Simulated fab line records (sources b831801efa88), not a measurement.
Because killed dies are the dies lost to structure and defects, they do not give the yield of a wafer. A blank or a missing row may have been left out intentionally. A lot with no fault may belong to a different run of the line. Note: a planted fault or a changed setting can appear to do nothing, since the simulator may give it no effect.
Comparing a struck lot with a sound one :: flow sky130 :: 16 steps out of a route of 708
Sound: wafers L903.2, L903.3, L903.6. Struck: wafer L909.5 (L909.3, L909.6, from the same lot, were not struck and are left out); the cause is given at the end.
Per side, at each step with rows, come the tool, then ch with its chambers, and then its first start. Under that, the readings that differ: sound wafers :: struck wafers :: difference of the means :: sigmas: that difference in standard deviations of wafers without a fault.
alike: readings whose means differ by less than 2 such deviations, and words and numbers that are the same on both sides. not compared: withheld readings, readings that some wafer has no value for, bounds like >300 that may hide the same value, and numbers for which the record gives no deviation and whose values overlap.
The two part at a step that has a row with sigmas, a row that says differs or no value, or rows on one side only. Numbers that don't overlap but have no deviation are shown without sigmas and don't part them. A reading missing from all wafers of one side parts the sides only when that side holds two or more wafers.

first, 2 steps without rows for these wafers: SKY_VT_ADJUST_PCH_PEB_05; SKY_VT_ADJUST_PCH_DEVELOP_06 (develop time 60 s).
SKY_VT_ADJUST_PCH_OVL_MEAS_07:
  struck on overlay-01, day 12 16:29; sound on overlay-02, day 10 13:07
reading: VT_ADJUST_PCH_OVL (nm)
sound: -0.2 0.9 0.6
struck: 3.7
difference: +3.3
sigmas: +3
then, 1 step without rows for these wafers: SKY_VT_ADJUST_PCH_IMPLANT_08.
SKY_VT_ADJUST_PCH_STRIP_09: strips in O2/N2.
  sound on plasma-asher-02 ch 0,1, day 10 13:18; struck on plasma-asher-04 ch 0, day 12 16:41
  alike: drypump-motor-current-A, oes-product-au, strip-time-to-endpoint-s
  not compared: rf-hours-counter-h
SKY_VT_ADJUST_PCH_TW_MEAS_10:
  struck on film-metro-03, day 12 16:46; sound on film-metro-04, day 10 13:25
  alike: VT_ADJUST_PCH_TW
then, 6 steps without rows for these wafers: SKY_SONOS_TUNNEL_DEHYDRATE_00 (time 60 s); SKY_SONOS_TUNNEL_HMDS_01 (prime time 60 s); SKY_SONOS_TUNNEL_COAT_02 (resist thk 1140 nm); SKY_SONOS_TUNNEL_SOFTBAKE_03 (time 60 s); SKY_SONOS_TUNNEL_EXPOSE_04 (exposes mask TUNM, target cd 410 nm); SKY_SONOS_TUNNEL_PEB_05.
SKY_SONOS_TUNNEL_DEVELOP_06: develop time 60 s.
  sound on litho-track-04 ch 0, day 11 12:59; struck on litho-track-01 ch 0, day 13 18:23
  alike: chill-plate-temp-C
SKY_SONOS_TUNNEL_CD_MEAS_07 targets a cd of 410 nm.
  struck on cd-sem-02, day 13 18:32; sound on cd-sem-01, day 11 13:08
reading: cd-nm (nm)
sound: 410.0 408.5 409.2
struck: 450.8
difference: +41.6
sigmas: +23
SKY_SONOS_TUNNEL_OVL_MEAS_08:
  struck on overlay-01, day 13 18:37; sound on overlay-01, day 11 13:14
  alike: SONOS_TUNNEL_OVL
SKY_PAD_OPEN_PROBE_99:
  the record holds rows for the sound wafers here (prober-02, day 45 20:53) but none for the struck ones

WHERE THEY PART
At SKY_VT_ADJUST_PCH_OVL_MEAS_07 first; at SKY_PAD_OPEN_PROBE_99 last (within this record only).

WHY: what the simulator had put in
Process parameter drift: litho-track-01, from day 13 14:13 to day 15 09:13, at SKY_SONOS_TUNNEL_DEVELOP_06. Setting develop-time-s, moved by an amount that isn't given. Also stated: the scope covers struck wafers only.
